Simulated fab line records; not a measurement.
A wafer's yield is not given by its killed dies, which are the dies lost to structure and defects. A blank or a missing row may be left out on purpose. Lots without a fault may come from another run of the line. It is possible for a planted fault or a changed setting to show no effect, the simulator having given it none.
A struck lot beside a sound one -- flow sky130 -- 15 out of 708 route steps
Sound: these wafers, L285.2, L285.3, L285.5. Wafers struck: L287.1, L287.2, L287.4. The cause comes at the end.
At each step with rows: each side's tool, then ch and its chambers, then its first start. Under that, the readings that differ: sound wafers -- struck wafers -- difference of the means -- sigmas: that difference in standard deviations of wafers without a fault.
alike: same words and numbers on both sides, and readings whose means sit less than 2 such deviations apart. not compared: any withheld reading, any reading some wafer has no value for, any bound like >300 that may hide the same value, and any number with overlapping values for which the record gives no deviation.
A row with sigmas, a row that says differs or no value, or rows on one side alone: a step with any of these is where the two part. When numbers do not overlap yet have no deviation, they are printed without sigmas and do not part them. A reading that every wafer of one side lacks parts them only if that side has two wafers or more.

first, 1 step without rows for these wafers: SKY_LDD_P_IMPLANT_09.
SKY_LDD_P_STRIP_10: strips in O2/N2.
  sound on plasma-asher-01 ch 0,1, day 19 07:55; struck on plasma-asher-03 ch 0,1, day 20 16:53
  alike: drypump-motor-current-A, n2-flow-sccm, oes-product-au, strip-time-to-endpoint-s
  not compared: rf-hours-counter-h
SKY_LDD_P_TW_MEAS_11:
  struck on film-metro-03, day 20 16:59; sound on film-metro-02, day 19 08:01
  alike: LDD_P_TW
then, 7 steps without rows for these wafers: SKY_LDD_HVN_DEHYDRATE_00 (time 60 s); SKY_LDD_HVN_HMDS_01 (prime time 60 s); SKY_LDD_HVN_COAT_02 (resist thk 300 nm); SKY_LDD_HVN_SOFTBAKE_03 (time 60 s); SKY_LDD_HVN_EXPOSE_04 (exposes mask HVNTM, target cd 700 nm); SKY_LDD_HVN_PEB_05; SKY_LDD_HVN_DEVELOP_06 (develop time 60 s).
SKY_LDD_HVN_OVL_MEAS_07:
  struck on overlay-02, day 21 23:25; sound on overlay-01, day 20 14:37
  alike: LDD_HVN_OVL
following that, these wafers have no rows for 1 step: SKY_LDD_HVN_IMPLANT_08.
SKY_LDD_HVN_STRIP_09: strips in O2/N2.
  sound on plasma-asher-02 ch 1, day 20 14:47; struck on plasma-asher-02 ch 0,1, day 21 23:35
reading,sound,struck,difference,sigmas
n2-flow-sccm (sccm),300.4 301.9 301.5,359.3 359.7 360.8,+58.7,+63
  alike: drypump-motor-current-A, oes-product-au, strip-time-to-endpoint-s
  not compared: rf-hours-counter-h
SKY_LDD_HVN_TW_MEAS_10:
  struck on film-metro-03, day 21 23:41; sound on film-metro-03, day 20 14:54
  alike: LDD_HVN_TW
-- record jumps: 25 days separate the struck wafers' starts on either side; left off in module LDD_HVN, taken up again in module PAD_OPEN, whose first shown step is the route's number 708 --
SKY_PAD_OPEN_PROBE_99:
  struck on prober-02, day 46 22:21; sound on prober-01, day 46 05:03
  alike: killed_at_M0_to_M3, killed_at_M4_up, killed-at-contacts, killed-at-front-end, killed-at-other, killed-dies, killed-open, killed-short

## WHERE THEY PART
Only at SKY_LDD_HVN_STRIP_09, as far as this record shows. Later steps at which nothing parts them and some readings are alike: SKY_LDD_HVN_TW_MEAS_10, SKY_PAD_OPEN_PROBE_99.

WHY: the cause the simulator had injected
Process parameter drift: plasma-asher-02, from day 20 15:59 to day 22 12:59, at SKY_LDD_HVN_STRIP_09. The setting n2-flow-sccm was moved by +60, starting from 300. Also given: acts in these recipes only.
